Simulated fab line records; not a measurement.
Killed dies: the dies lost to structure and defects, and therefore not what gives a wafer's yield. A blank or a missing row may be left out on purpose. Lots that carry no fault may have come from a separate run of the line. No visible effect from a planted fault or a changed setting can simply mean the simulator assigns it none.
fab line records	flow sky130
record: lots: 6	wafers: 18	last-day: 50
route steps=708 shown CONTACT@418 METAL1@434 VIA1@458 PAD_OPEN@708
lots untouched by any fault: they come from a run of this same line in which no faults occurred
start-h: hours from the record's opening day to when the first of the lot's shown wafers began	wait-h: time in hours since the lot's previous step	" the same as in the row above	L1.1+2: one row covering several wafers at once	- no value, or no start was given	* or withheld: withheld	< > ~ a bound
route shown NAME@n: NAME is a module with steps in the file, n the number in the route of the first one	usual: the fault-free wafers' mean and standard deviation	same: alike in all rows	chamber/n: place in a boat	sites: each site's reading	_std_site: standard deviation of those values	_edge_site: the outer-site mean with the inner-site mean subtracted	radius-mm: for every site, how far away it sits from the centre of the wafer	mask NAME#n: copy n	behind: the last tool/chamber to shape the wafer	hold: the reason the lot was held/the length of the hold in hours/how it ended	device: whichever transistor did not switch (one of n, p or np)	end of line: the route-end tests of the same wafers	step lacking rows: just its recipe	killed: count of dies lost to structure and defects at first sort (not the wafer's yield)	map: a wafer's dies, marking killed ones x, the rest . and places with no die _
set.NAME: the setting the step ran with; set.NAME@STEP: the setting that earlier step ran with	model.NAME: the simulator's own value behind a step, which no gauge read
lots at selected steps of the route; one table per step, one row per wafer
services: a tool's chamber out of use, with start hour (start-h, from the record's first day; less than 0 if before it), hours out, and reason
== steps ==
step: SKY_CONTACT_PEB_12
recipe: peb-temp-c: withheld	peb-time-s: withheld	resist: KrF-thick
step: SKY_CONTACT_DEVELOP_13
recipe: develop-time-s: 60	resist: KrF-thick	dev-temp-c: 21
step: SKY_CONTACT_CD_MEAS_14
recipe: target-cd-nm: 170
usual: cd-nm: 169.6/1.2
lot.wafer	tool	chamber	start-h	wait-h	cd-nm
L922.2	cd-sem-02	-	736.81	-	170.0
L922.4	"	-	"	"	169.8
L922.6	"	-	"	"	169.9
L923.1	cd-sem-02	-	740.10	-	169.6
L923.4	"	-	"	"	171.1
L923.6	"	-	"	"	170.4
L933.2	cd-sem-02	-	824.07	-	169.9
L933.3	"	-	"	"	168.7
L933.4	"	-	"	"	169.1
L936.1	cd-sem-01	-	839.12	-	169.3
L936.2	"	-	"	"	169.6
L936.3	"	-	"	"	168.6
L935.2	cd-sem-02	-	846.04	-	170.9
L935.4	"	-	"	"	169.9
L935.6	"	-	"	"	171.3
L943.2	cd-sem-02	-	889.69	-	169.7
L943.3	"	-	"	"	169.0
L943.5	"	-	"	"	167.7
step: SKY_CONTACT_OVL_MEAS_15
usual: CONTACT_OVL: -1/5.3
lot.wafer	tool	chamber	start-h	wait-h	CONTACT_OVL[nm]
L922.2	overlay-01	-	736.92	0.1	6
L922.4	"	-	"	"	4
L922.6	"	-	"	"	8
L923.1	overlay-02	-	740.22	0.1	-3
L923.4	"	-	"	"	1
L923.6	"	-	"	"	-2
L933.2	overlay-02	-	824.17	0.1	1
L933.3	"	-	"	"	3
L933.4	"	-	"	"	7
L936.1	overlay-01	-	839.24	0.1	-10
L936.2	"	-	"	"	-5
L936.3	"	-	"	"	1
L935.2	overlay-01	-	846.14	0.1	5
L935.4	"	-	"	"	-1
L935.6	"	-	"	"	0
L943.2	overlay-01	-	889.79	0.1	-1
L943.3	"	-	"	"	1
L943.5	"	-	"	"	-9
step: SKY_CONTACT_ETCH_16
recipe: chemistry: N2/H2	target: BARC	ion-energy-ev: 200	source-w: 500	bias-w: 100	pressure-mtorr: 30	n2-flow-sccm: 100	h2-flow-sccm: 200	stop-on: SiO2	time-s: 45.9	target-depth-a: 600
step: SKY_CONTACT_ETCH_17
recipe: target: SiO2	chemistry: C4F8/O2/Ar	stop-on: Si3N4	mask-material: KrF-thick	source-w: 1500	bias-w: 1200	pressure-mtorr: 40	c4f8-flow-sccm: withheld	O2_flow_sccm: 6	Ar_flow_sccm: 300	time-s: withheld	target-depth-a: 3400
step: SKY_CONTACT_ETCH_18
recipe: target: Si3N4	chemistry: CHF3/O2	stop-on: TiN	source-w: 600	bias-w: 200	pressure-mtorr: 40	chf3-flow-sccm: 50	O2_flow_sccm: 5	time-s: 39	target-depth-a: 750
step: SKY_CONTACT_STRIP_19
recipe: chemistry: O2/N2	power-w: 1364	pressure-mtorr: 1500	platen-temp-c: withheld	o2-flow-sccm: 3000	n2-flow-sccm: 300	overash-fraction: 0.5
step: SKY_CONTACT_STRIP_20
recipe: chemistry: post-etch-residue-remover	time-s: 1200	temp-c: 72.5
step: SKY_CONTACT_CLEAN_21
recipe: chemistry: IPA	time-s: 180	temp-c: 25
step: SKY_CONTACT_CLEAN_22
recipe: chemistry: O3/DIW	dry: n2-spin
step: SKY_CONTACT_SPUTTER_23
recipe: material: TiN	target-thk-nm: 20	chamber-pressure-pa: 5	power-w: 4000	time-s: 80
step: SKY_CONTACT_CVD_24
recipe: material: W	target-thk-nm: 340	time-s: 102.12	temp-c: 400	pressure-torr: 40
usual: heater-power-w: 852/54
lot.wafer	tool	chamber	start-h	wait-h	heater-power-w
L922.2	cvd-w-01	1	737.73	0.0	791
L922.4	"	1	"	"	770
L922.6	"	0	"	"	857
L923.1	cvd-w-02	1	741.04	0.0	877
L923.4	"	1	"	"	873
L923.6	"	0	"	"	916
L933.2	cvd-w-02	1	824.99	0.0	862
L933.3	"	1	"	"	877
L933.4	"	0	"	"	905
L936.1	cvd-w-01	1	840.09	0.0	789
L936.2	"	0	"	"	894
L936.3	"	1	"	"	784
L935.2	cvd-w-02	0	846.96	0.0	941
L935.4	"	0	"	"	912
L935.6	"	1	"	"	883
L943.2	cvd-w-01	0	890.64	0.0	876
L943.3	"	1	"	"	779
L943.5	"	1	"	"	790
step: SKY_CONTACT_RS_MEAS_25
recipe: thk-meas-gauge: four-point-probe	reads: W_of_CONTACT_CVD_24+TiN_of_CONTACT_SPUTTER_23
usual: CONTACT_W_RS: 0.337/0.0036
lot.wafer	tool	chamber	start-h	wait-h	CONTACT_W_RS[ohm/sq]
L922.2	film-metro-04	-	737.86	0.1	0.336
L922.4	"	-	"	"	0.337
L922.6	"	-	"	"	0.335
L923.1	film-metro-04	-	741.15	0.1	0.338
L923.4	"	-	"	"	0.337
L923.6	"	-	"	"	0.339
L933.2	film-metro-01	-	825.12	0.1	0.333
L933.3	"	-	"	"	0.336
L933.4	"	-	"	"	0.341
L936.1	film-metro-04	-	840.20	0.1	0.332
L936.2	"	-	"	"	0.335
L936.3	"	-	"	"	0.336
L935.2	film-metro-02	-	847.09	0.1	0.338
L935.4	"	-	"	"	0.339
L935.6	"	-	"	"	0.337
L943.2	film-metro-02	-	890.77	0.1	0.338
L943.3	"	-	"	"	0.338
L943.5	"	-	"	"	0.337
step: SKY_CONTACT_THK_MEAS_26
recipe: thk-meas-gauge: xrf	reads: W_of_CONTACT_CVD_24
usual: CONTACT_W_THK: 339/4.1
lot.wafer	tool	chamber	start-h	wait-h	CONTACT_W_THK[nm]
L922.2	film-metro-04	-	737.97	0.1	336
L922.4	"	-	"	"	338
L922.6	"	-	"	"	339
L923.1	film-metro-04	-	741.27	0.1	337
L923.4	"	-	"	"	337
L923.6	"	-	"	"	333
L933.2	film-metro-01	-	825.23	0.1	346
L933.3	"	-	"	"	341
L933.4	"	-	"	"	339
L936.1	film-metro-04	-	840.32	0.1	348
L936.2	"	-	"	"	342
L936.3	"	-	"	"	345
L935.2	film-metro-02	-	847.20	0.1	337
L935.4	"	-	"	"	334
L935.6	"	-	"	"	336
L943.2	film-metro-02	-	890.88	0.1	336
L943.3	"	-	"	"	340
L943.5	"	-	"	"	340
step: SKY_CONTACT_CMP_27
recipe: stop-on: SiO2	t-overpolish-s: 15	down-force-psi: 3.5	platen-rpm: 60	target-thk-nm: 0	pad-velocity-m-s: 0.94248
usual: motor-current-A: 10.8/0.91	overpolish-run-s: 15.000/0.0092	time-to-endpoint-s: 79/3
lot.wafer	tool	chamber	start-h	wait-h	motor-current-A	overpolish-run-s	time-to-endpoint-s
L922.4	cmp-01	2	738.07	0.1	10.9	14.989	80
L922.2	"	3	"	"	11.7	14.989	82
L922.6	"	2	"	"	11.3	15.003	78
L923.4	cmp-01	3	741.33	0.0	11.8	15.010	81
L923.1	"	0	"	"	11.0	15.011	80
L923.6	"	0	"	"	11.8	15.009	78
L933.4	cmp-01	3	825.33	0.1	11.0	14.998	79
L933.2	"	0	"	"	11.1	14.995	76
L933.3	"	1	"	"	9.5	14.988	76
L936.3	cmp-01	3	840.43	0.1	11.3	15.005	80
L936.2	"	0	"	"	11.2	15.010	76
L936.1	"	1	"	"	9.4	14.992	78
L935.4	cmp-01	3	847.30	0.1	11.2	15.003	78
L935.2	"	0	"	"	10.8	14.986	78
L935.6	"	2	"	"	11.5	14.999	77
L943.2	cmp-02	0	890.93	0.0	10.4	15.009	84
L943.3	"	2	"	"	10.0	15.012	82
L943.5	"	1	"	"	9.8	14.994	79
step: SKY_METAL1_SPUTTER_00
recipe: material: Ti	target-thk-nm: 15	power-w: 3000	time-s: 10	chamber-pressure-pa: 0.4
usual: throttle-valve-pct: 29.9/0.98
lot.wafer	tool	chamber	start-h	wait-h	throttle-valve-pct
L922.2	pvd-sputter-04	-	738.32	0.1	30.4
L922.4	"	-	"	"	28.5
L922.6	"	-	"	"	30.3
L923.1	pvd-sputter-04	-	741.63	0.2	29.3
L923.4	"	-	"	"	31.5
L923.6	"	-	"	"	31.5
L933.2	pvd-sputter-02	-	825.58	0.1	29.1
L933.3	"	-	"	"	29.9
L933.4	"	-	"	"	30.5
L936.1	pvd-sputter-04	-	840.68	0.1	29.4
L936.2	"	-	"	"	30.4
L936.3	"	-	"	"	28.4
L935.2	pvd-sputter-01	-	847.55	0.1	31.2
L935.4	"	-	"	"	30.8
L935.6	"	-	"	"	30.6
L943.2	pvd-sputter-04	-	891.23	0.2	28.5
L943.3	"	-	"	"	31.2
L943.5	"	-	"	"	28.4
step: SKY_METAL1_SPUTTER_01
recipe: material: TiN	target-thk-nm: 20	power-w: 6500	time-s: 16.7	chamber-pressure-pa: 0.4
usual: throttle-valve-pct: 30.0/0.98
lot.wafer	tool	chamber	start-h	wait-h	throttle-valve-pct
L922.2	pvd-sputter-04	-	738.35	0.0	30.7
L922.4	"	-	"	"	28.3
L922.6	"	-	"	"	30.4
L923.1	pvd-sputter-04	-	741.66	0.0	29.4
L923.4	"	-	"	"	31.4
L923.6	"	-	"	"	31.5
L933.2	pvd-sputter-02	-	825.60	0.0	29.0
L933.3	"	-	"	"	29.8
L933.4	"	-	"	"	30.1
L936.1	pvd-sputter-04	-	840.70	0.0	29.2
L936.2	"	-	"	"	30.6
L936.3	"	-	"	"	28.7
L935.2	pvd-sputter-01	-	847.57	0.0	31.4
L935.4	"	-	"	"	31.0
L935.6	"	-	"	"	30.7
L943.2	pvd-sputter-04	-	891.25	0.0	28.4
L943.3	"	-	"	"	31.4
L943.5	"	-	"	"	28.4
step: SKY_METAL1_SPUTTER_02
recipe: material: AlCu	target-thk-nm: 250	power-w: 10600	time-s: 13.3	chamber-pressure-pa: 0.4
step: SKY_METAL1_SPUTTER_03
recipe: material: Ti	target-thk-nm: 5	power-w: 3000	time-s: 3.3	chamber-pressure-pa: 0.4
step: SKY_METAL1_SPUTTER_04
recipe: material: TiN	target-thk-nm: 70	power-w: 6500	time-s: 58.3	chamber-pressure-pa: 0.4
step: SKY_METAL1_RS_MEAS_05
recipe: thk-meas-gauge: four-point-probe	reads: TiN_of_METAL1_SPUTTER_04+Ti_of_METAL1_SPUTTER_03+AlCu_of_METAL1_SPUTTER_02+TiN_of_METAL1_SPUTTER_01+Ti_of_METAL1_SPUTTER_00
usual: METAL1_ALCU_RS: 0.1269/0.0014
lot.wafer	tool	chamber	start-h	wait-h	METAL1_ALCU_RS[ohm/sq]
L922.2	film-metro-04	-	738.48	0.0	0.1258
L922.4	"	-	"	"	0.1251
L922.6	"	-	"	"	0.1257
L923.1	film-metro-03	-	741.77	0.0	0.1256
L923.4	"	-	"	"	0.1258
L923.6	"	-	"	"	0.1256
L933.2	film-metro-02	-	825.74	0.0	0.1300
L933.3	"	-	"	"	0.1281
L933.4	"	-	"	"	0.1301
L936.1	film-metro-02	-	840.82	0.0	0.1272
L936.2	"	-	"	"	0.1280
L936.3	"	-	"	"	0.1292
L935.2	film-metro-02	-	847.71	0.0	0.1267
L935.4	"	-	"	"	0.1280
L935.6	"	-	"	"	0.1273
L943.2	film-metro-03	-	891.39	0.0	0.1288
L943.3	"	-	"	"	0.1267
L943.5	"	-	"	"	0.1282
step: SKY_METAL1_THK_MEAS_06
recipe: thk-meas-gauge: xrf	reads: AlCu_of_METAL1_SPUTTER_02
usual: METAL1_ALCU_THK: 247/3.1
lot.wafer	tool	chamber	start-h	wait-h	METAL1_ALCU_THK[nm]
L922.2	film-metro-04	-	738.59	0.1	250
L922.4	"	-	"	"	250
L922.6	"	-	"	"	251
L923.1	film-metro-03	-	741.89	0.1	248
L923.4	"	-	"	"	250
L923.6	"	-	"	"	250
L933.2	film-metro-02	-	825.85	0.1	242
L933.3	"	-	"	"	246
L933.4	"	-	"	"	240
L936.1	film-metro-02	-	840.94	0.1	245
L936.2	"	-	"	"	242
L936.3	"	-	"	"	242
L935.2	film-metro-02	-	847.82	0.1	247
L935.4	"	-	"	"	244
L935.6	"	-	"	"	246
L943.2	film-metro-03	-	891.50	0.1	242
L943.3	"	-	"	"	247
L943.5	"	-	"	"	244
step: SKY_METAL1_DEHYDRATE_07
recipe: temp-c: 200	time-s: 60
step: SKY_METAL1_HMDS_08
recipe: prime-time-s: 60	prime-temp-c: 120
step: SKY_METAL1_COAT_09
recipe: resist: BARC	temp-c: withheld	time-s: withheld	spin-rpm: 3000	resist-thk-nm: 60
step: SKY_METAL1_COAT_10
recipe: resist: KrF-thick	spin-rpm: 3000	resist-thk-nm: 450
step: SKY_METAL1_SOFTBAKE_11
recipe: temp-c: 100	time-s: 87.81	resist: KrF-thick
step: SKY_METAL1_EXPOSE_12
recipe: mask-id: MM1	na: 0.8	source-shape: annular	sigma-inner: 0.55	sigma-outer: 0.85	target-cd-nm: 140	dose-mj: 28
step: SKY_METAL1_PEB_13
recipe: peb-temp-c: withheld	peb-time-s: withheld	resist: KrF-thick
step: SKY_METAL1_DEVELOP_14
recipe: develop-time-s: 60	resist: KrF-thick	dev-temp-c: 21
step: SKY_METAL1_CD_MEAS_15
recipe: target-cd-nm: 140
usual: cd-nm: 140.0/1.2
lot.wafer	tool	chamber	start-h	wait-h	cd-nm
L922.2	cd-sem-02	-	765.36	-	139.7
L922.4	"	-	"	"	139.8
L922.6	"	-	"	"	140.0
L923.1	cd-sem-02	-	769.20	-	137.5
L923.4	"	-	"	"	138.0
L923.6	"	-	"	"	138.0
L933.2	cd-sem-01	-	851.91	-	140.1
L933.3	"	-	"	"	139.2
L933.4	"	-	"	"	138.8
L936.1	cd-sem-02	-	866.99	-	138.5
L936.2	"	-	"	"	138.8
L936.3	"	-	"	"	137.9
L935.2	cd-sem-02	-	873.31	-	140.5
L935.4	"	-	"	"	141.1
L935.6	"	-	"	"	141.5
L943.2	cd-sem-01	-	916.76	-	138.2
L943.3	"	-	"	"	140.1
L943.5	"	-	"	"	139.6
step: SKY_METAL1_OVL_MEAS_16
usual: METAL1_OVL: -4/5.8
lot.wafer	tool	chamber	start-h	wait-h	METAL1_OVL[nm]
L922.2	overlay-02	-	765.47	0.1	3
L922.4	"	-	"	"	0
L922.6	"	-	"	"	3
L923.1	overlay-02	-	769.32	0.1	1
L923.4	"	-	"	"	-4
L923.6	"	-	"	"	2
L933.2	overlay-01	-	852.02	0.1	-8
L933.3	"	-	"	"	0
L933.4	"	-	"	"	-5
L936.1	overlay-01	-	867.11	0.1	-5
L936.2	"	-	"	"	-7
L936.3	"	-	"	"	-9
L935.2	overlay-02	-	873.42	0.1	-7
L935.4	"	-	"	"	-1
L935.6	"	-	"	"	-1
L943.2	overlay-01	-	916.87	0.1	0
L943.3	"	-	"	"	8
L943.5	"	-	"	"	5
step: SKY_METAL1_DESCUM_17
recipe: chemistry: O2	source-power-w: 150	bias-power-w: 0	pressure-mtorr: 10	temp-c: 40	time-s: 8
usual: drypump-motor-current-A: 5.78/0.27	oes-product-au: 1.000/0.0094
lot.wafer	tool	chamber	start-h	wait-h	drypump-motor-current-A	oes-product-au	rf-hours-counter-h
L922.2	rie-metal-02	1	765.50	0.0	5.04	0.976	13
L922.4	"	0	"	"	5.96	1.008	-
L922.6	"	1	"	"	5.06	0.993	-
L923.1	rie-metal-01	0	769.35	0.0	5.66	1.001	4
L923.4	"	0	"	"	5.65	1.000	-
L923.6	"	0	"	"	5.67	0.997	-
L933.2	rie-metal-04	1	852.05	0.0	5.95	1.004	13
L933.3	"	1	"	"	5.95	1.006	-
L933.4	"	0	"	"	5.78	1.007	-
L936.1	rie-metal-04	0	867.15	0.0	5.75	0.999	2
L936.2	"	1	"	"	5.97	1.011	13
L936.3	"	0	"	"	5.75	1.006	-
L935.2	rie-metal-04	1	873.45	0.0	5.91	1.010	13
L935.4	"	0	"	"	5.77	1.015	-
L935.6	"	0	"	"	5.77	1.009	-
L943.2	rie-metal-02	0	916.91	0.0	5.96	1.005	-
L943.3	"	0	"	"	5.97	1.006	-
L943.5	"	0	"	"	5.96	1.005	-
step: SKY_METAL1_ETCH_18
recipe: chemistry: N2/H2	target: BARC	ion-energy-ev: 200	bias-w: 100	pressure-mtorr: 30	n2-flow-sccm: 100	h2-flow-sccm: 200	icp-w: 500	stop-on: SiO2	time-s: 45.9	target-depth-a: 600
usual: drypump-motor-current-A: 5.79/0.26	oes-product-au: 0.854/0.0054	throttle-valve-pct: 13.224/0.0084
lot.wafer	tool	chamber	start-h	wait-h	drypump-motor-current-A	oes-product-au	rf-hours-counter-h	throttle-valve-pct
L922.2	rie-metal-02	1	765.53	0.0	5.07	0.856	13	13.233
L922.4	"	0	"	"	5.95	0.858	-	13.226
L922.6	"	1	"	"	5.08	0.857	-	13.223
L923.1	rie-metal-01	0	769.39	0.0	5.67	0.844	4	13.224
L923.4	"	0	"	"	5.68	0.859	-	13.236
L923.6	"	0	"	"	5.67	0.858	-	13.221
L933.2	rie-metal-04	1	852.08	0.0	5.96	0.861	13	13.232
L933.3	"	1	"	"	5.96	0.852	-	13.223
L933.4	"	0	"	"	5.76	0.859	-	13.215
L936.1	rie-metal-04	0	867.18	0.0	5.77	0.846	2	13.229
L936.2	"	1	"	"	5.94	0.858	13	13.236
L936.3	"	0	"	"	5.77	0.857	-	13.233
L935.2	rie-metal-04	1	873.48	0.0	5.94	0.858	13	13.223
L935.4	"	0	"	"	5.78	0.856	-	13.227
L935.6	"	0	"	"	5.78	0.859	-	13.235
L943.2	rie-metal-02	0	916.98	0.1	5.97	0.840	-	13.218
L943.3	"	0	"	"	5.96	0.859	-	13.220
L943.5	"	0	"	"	5.97	0.855	-	13.226
step: SKY_METAL1_METAL_ETCH_19
recipe: target-depth-a: 3600	stop-on: SiO2	over-etch-frac: 0.3	time-s: 78	chemistry: Cl2/BCl3	resist-sidewall-deg: 88	pressure-mtorr: 10	icp-w: 900	bias-w: 48.5	Cl2_flow_sccm: 60	bcl3-flow-sccm: 30
step: SKY_METAL1_STRIP_20
recipe: chemistry: O2/N2	power-w: 1400	pressure-mtorr: 1500	platen-temp-c: withheld	o2-flow-sccm: 3000	n2-flow-sccm: 300	overash-fraction: 0.5
step: SKY_METAL1_STRIP_21
recipe: chemistry: post-etch-residue-remover	time-s: 1200	temp-c: 72.5
step: SKY_METAL1_CLEAN_22
recipe: chemistry: IPA	time-s: 180	temp-c: 25
step: SKY_METAL1_CLEAN_23
recipe: chemistry: O3/DIW	dry: n2-spin
step: SKY_VIA1_HDPCVD_00
recipe: material: SiO2	target-thk-nm: 1030	sigma-open-frac: 0.3	time-s: 171.7	temp-c: 400	sih4-flow-sccm: 60	pressure-mtorr: 6
step: SKY_VIA1_THK_MEAS_01
recipe: reads: SiO2_of_VIA1_HDPCVD_00
usual: VIA1_HDPCVD_THK: 1027/11
lot.wafer	tool	chamber	start-h	wait-h	VIA1_HDPCVD_THK[nm]
L922.2	film-metro-02	-	766.40	0.1	1016
L922.4	"	-	"	"	1020
L922.6	"	-	"	"	1026
L923.1	film-metro-01	-	770.24	0.1	1031
L923.4	"	-	"	"	1023
L923.6	"	-	"	"	1025
L933.2	film-metro-01	-	852.95	0.1	1032
L933.3	"	-	"	"	1026
L933.4	"	-	"	"	1031
L936.1	film-metro-03	-	868.04	0.1	1000
L936.2	"	-	"	"	1013
L936.3	"	-	"	"	1019
L935.2	film-metro-03	-	874.35	0.1	1013
L935.4	"	-	"	"	1018
L935.6	"	-	"	"	1019
L943.2	film-metro-02	-	918.04	0.1	1028
L943.3	"	-	"	"	1037
L943.5	"	-	"	"	1030
step: SKY_PAD_OPEN_PROBE_99
usual: killed_at_M0_to_M3: 44/7.1	killed_at_M4_up: 3.1/1.9	killed-at-contacts: 25/5.8	killed-at-front-end: 16/4.5	killed-at-other: 0.3/0.52	killed-dies: 88/9.1	killed-on-rim: 17/4	killed-open: 48/6.8	killed-short: 39/5.8
same: gross-dies: 492	killed-at-back-side: 0
lot.wafer	tool	chamber	start-h	wait-h	killed_at_M0_to_M3	killed_at_M4_up	killed-at-contacts	killed-at-front-end	killed-at-other	killed-dies	killed-on-rim	killed-open	killed-short
L922.2	prober-01	-	1077.46	0.1	40	2	24	12	0	78	15	47	30
L922.4	prober-01	-	1077.56	0.2	37	2	15	14	1	69	13	32	36
L922.6	prober-01	-	1077.66	0.2	38	0	23	9	1	71	10	43	28
L923.1	prober-02	-	1080.06	0.1	49	5	28	19	0	101	24	55	46
L923.4	prober-02	-	1080.21	0.2	47	2	32	17	1	99	20	56	43
L923.6	prober-02	-	1080.31	0.2	43	5	22	22	1	93	27	51	42
L933.2	prober-02	-	1143.39	0.1	35	1	74	11	0	121	16	37	39
L933.3	prober-02	-	1143.44	0.2	29	0	84	7	0	120	10	33	34
L933.4	prober-02	-	1143.49	0.2	58	3	44	8	0	113	29	45	46
L936.1	prober-02	-	1157.66	0.1	49	3	23	16	0	91	14	49	41
L936.2	prober-02	-	1157.71	0.1	42	3	31	17	0	93	18	49	44
L936.3	prober-02	-	1157.76	0.2	36	4	26	25	1	92	16	49	42
L935.2	prober-01	-	1161.17	0.1	47	7	48	9	1	112	26	45	43
L935.4	prober-01	-	1161.27	0.2	51	1	45	13	0	110	28	40	44
L935.6	prober-01	-	1161.37	0.2	46	2	66	16	2	132	21	52	37
killed by level:class
L922.2 CONTACT:geometric-particle:open=14 VIA1:geometric-particle:open=13 VIA1:geometric-particle:short=7 FIELD_ISO:geometric-particle:open=5 POLY_GATE:geometric-particle:short=5 METAL2:geometric-particle:short=5 VIA3:geometric-particle:open=5 LI_CONTACT:geometric-particle:short=3
L922.4 VIA3:geometric-particle:open=8 FIELD_ISO:geometric-particle:short=6 VIA2:geometric-particle:open=6 LI_CONTACT:geometric-particle:open=5 VIA1:geometric-particle:short=5 METAL2:geometric-particle:short=5 METAL1:geometric-particle:short=4 CONTACT:geometric-particle:open=4
L922.6 CONTACT:geometric-particle:open=11 VIA1:geometric-particle:open=9 METAL2:geometric-particle:short=5 VIA2:geometric-particle:open=5 FIELD_ISO:geometric-particle:short=4 METAL1:geometric-particle:open=4 METAL1:geometric-particle:short=4 VIA1:geometric-particle:short=4
L923.1 VIA1:geometric-particle:open=14 METAL2:geometric-particle:short=11 VIA2:geometric-particle:open=10 LOCAL_INTERCONNECT:geometric-particle:short=7 CONTACT:geometric-particle:short=7 POLY_GATE:geometric-particle:short=6 LI_CONTACT:geometric-particle:open=6 FIELD_ISO:geometric-particle:open=5
L923.4 CONTACT:geometric-particle:open=12 VIA1:geometric-particle:open=11 METAL2:geometric-particle:short=7 LI_CONTACT:geometric-particle:open=7 METAL1:geometric-particle:short=7 VIA3:geometric-particle:open=7 POLY_GATE:geometric-particle:open=6 POLY_GATE:geometric-particle:short=5
L923.6 VIA1:geometric-particle:open=11 CONTACT:geometric-particle:open=9 POLY_GATE:geometric-particle:open=7 LI_CONTACT:geometric-particle:open=7 FIELD_ISO:geometric-particle:short=6 METAL2:geometric-particle:short=6 VIA3:geometric-particle:open=6 METAL1:geometric-particle:short=5
L933.2 CONTACT:unspecified=45 CONTACT:geometric-particle:open=10 LOCAL_INTERCONNECT:geometric-particle:short=7 LI_CONTACT:geometric-particle:open=6 VIA2:geometric-particle:open=6 CONTACT:geometric-particle:short=5 VIA1:geometric-particle:open=5 VIA3:geometric-particle:short=5
L933.3 CONTACT:unspecified=52 LOCAL_INTERCONNECT:geometric-particle:short=9 CONTACT:geometric-particle:open=8 CONTACT:geometric-particle:short=7 VIA2:geometric-particle:open=6 LI_CONTACT:geometric-particle:open=5 METAL2:geometric-particle:short=5 VIA1:geometric-particle:short=4
L933.4 CONTACT:unspecified=22 VIA3:geometric-particle:open=10 LI_CONTACT:geometric-particle:open=9 VIA1:geometric-particle:open=9 VIA2:geometric-particle:open=9 METAL2:geometric-particle:short=8 METAL1:geometric-particle:short=6 LOCAL_INTERCONNECT:geometric-particle:short=5
L936.1 VIA1:geometric-particle:open=14 VIA3:geometric-particle:open=7 LI_CONTACT:geometric-particle:open=6 LOCAL_INTERCONNECT:geometric-particle:short=6 CONTACT:geometric-particle:open=6 VIA1:geometric-particle:short=6 FIELD_ISO:geometric-particle:short=5 METAL1:geometric-particle:short=5
L936.2 CONTACT:geometric-particle:open=10 CONTACT:geometric-particle:short=9 LI_CONTACT:geometric-particle:open=7 VIA3:geometric-particle:open=7 VIA1:geometric-particle:open=7 FIELD_ISO:geometric-particle:short=6 METAL1:geometric-particle:short=5 METAL2:geometric-particle:short=5
L936.3 FIELD_ISO:geometric-particle:open=11 VIA1:geometric-particle:open=9 LI_CONTACT:geometric-particle:open=8 CONTACT:geometric-particle:open=7 METAL1:geometric-particle:short=6 FIELD_ISO:geometric-particle:short=5 METAL2:geometric-particle:short=4 POLY_GATE:geometric-particle:short=4
L935.2 CONTACT:unspecified=24 CONTACT:geometric-particle:open=10 VIA1:geometric-particle:open=8 VIA3:geometric-particle:open=7 VIA2:geometric-particle:open=6 METAL2:geometric-particle:short=5 VIA1:geometric-particle:short=5 VIA3:geometric-particle:short=5
L935.4 CONTACT:unspecified=26 VIA1:geometric-particle:open=12 VIA2:geometric-particle:open=10 CONTACT:geometric-particle:open=7 CONTACT:geometric-particle:short=6 VIA1:geometric-particle:short=6 METAL2:geometric-particle:short=6 FIELD_ISO:geometric-particle:short=5
L935.6 CONTACT:unspecified=43 LI_CONTACT:geometric-particle:open=10 VIA3:geometric-particle:open=10 VIA2:geometric-particle:open=7 VIA1:geometric-particle:open=7 METAL1:geometric-particle:short=6 CONTACT:geometric-particle:open=5 FIELD_ISO:geometric-particle:open=4
map L933.2 (x killed, . not)
__________.........._________
________.....x....x.x._______
______.......x.x.x..xx.._____
_____..x.x.xxxx..........____
____.....xxx.xxxx......x.x___
___......xxxxxxx..x....x.x.__
__.....x.xxxxxxxx.......x..._
_x......xxxxxxxxx..........x.
_x.....x.xxxxxxxx.x..........
_........xxxxxx..xxx..xx.....
_..........x........xx.x.....
_.......xx.......x..........x
_.....................x......
_xx....xxxx..x.....x.......x.
_..x.................x..x....
__.x........xx...x.....x...._
___x....x.....x..........x.__
____..xx.x..x.x...........___
_____.x............x.xx..____
______.x.x...x....x..x.._____
________..x..........._______
__________.........._________
map L935.6 (x killed, . not)
__________...xx.x..._________
________..x..x...x...._______
______..x.xx.....x..x.x._____
_____.....x.............x____
____xx.x.xxxxxxx......x.xx___
___.......xxxxxxxxx........__
__......xxxxxxxxx.x.x......._
_x....x..xxxxxxxx........x...
_.......x.xxxxxxxx...x.......
_........xxx.xxxx....x.x.....
_.........xx..xx....x....x...
_........xxx....x..........x.
_.........x......x....x..x...
_.....x..x....x.x...x.....x..
_..x...x......x.x...x.....x..
__.x.....x.x..........x..xx._
___..x......x...x..........__
____...x....x...x.........___
_____x.x.x.......x.x....x____
______..x...xx...x......_____
________x..x.....x.xx._______
__________.....x...._________
== services ==
tool	chamber	start-h	hours	kind
cmp-01	-	722.53	5.2	pm
rie-metal-04	0	737.02	2.4	repair
cmp-02	-	744.00	4.0	pm
cmp-02	-	752.54	1.6	repair
rie-metal-04	-	755.63	2.8	pm
pvd-sputter-04	1	761.93	-	consumable-replace:kit
pvd-sputter-04	1	761.93	18.0	scheduled-down
pvd-sputter-04	1	761.93	18.0	vent-cycle
cmp-01	-	785.94	0.7	repair
rie-metal-04	0	805.96	-	clean
rie-metal-04	0	805.96	21.7	scheduled-down
rie-metal-04	0	805.96	21.7	vent-cycle
cvd-w-02	-	839.81	2.8	pm
cmp-02	-	851.36	11.3	repair
rie-metal-01	0	854.35	18.2	repair
cmp-02	-	870.86	1.5	repair
pvd-sputter-04	-	880.99	3.0	repair
cmp-01	-	889.07	2.8	repair
cmp-02	-	895.24	4.6	pm
cvd-w-01	-	904.00	14.0	pm
cvd-w-02	-	908.84	1.1	repair
rie-metal-02	1	909.05	-	clean
pvd-sputter-04	-	909.13	11.2	repair
cvd-w-02	-	913.82	0.9	repair
== key ==
first-sign: step: SKY_PAD_OPEN_PROBE_99	reading: killed-at-contacts	direction: up	sigmas: 6.1	usual: 25	struck: 60
effect: step: SKY_PAD_OPEN_PROBE_99	reading: killed-dies	direction: up	sigmas: 3.4	usual: 88	struck: 118
met-at SKY_CONTACT_CVD_24
struck-wafers L933.2,L933.3,L933.4,L935.2,L935.4,L935.6
tester-left-out L933,L935
onset-between 741.04 824.99
fault: kind: chamber-particle-source	tool: cvd-w-02	chamber: -	onset-h: 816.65	steps: SKY_CONTACT_CVD_24	rate-per-visit-cm2: 0.68056	end-h: 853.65
tester-left-out: of these lots the tester's yield and bins aren't shown, on N5 and GAA mostly nor the transistor test; their killed dies are dies lost to structure and defects alone, not to doping, threshold or leakage, so they don't give the yield
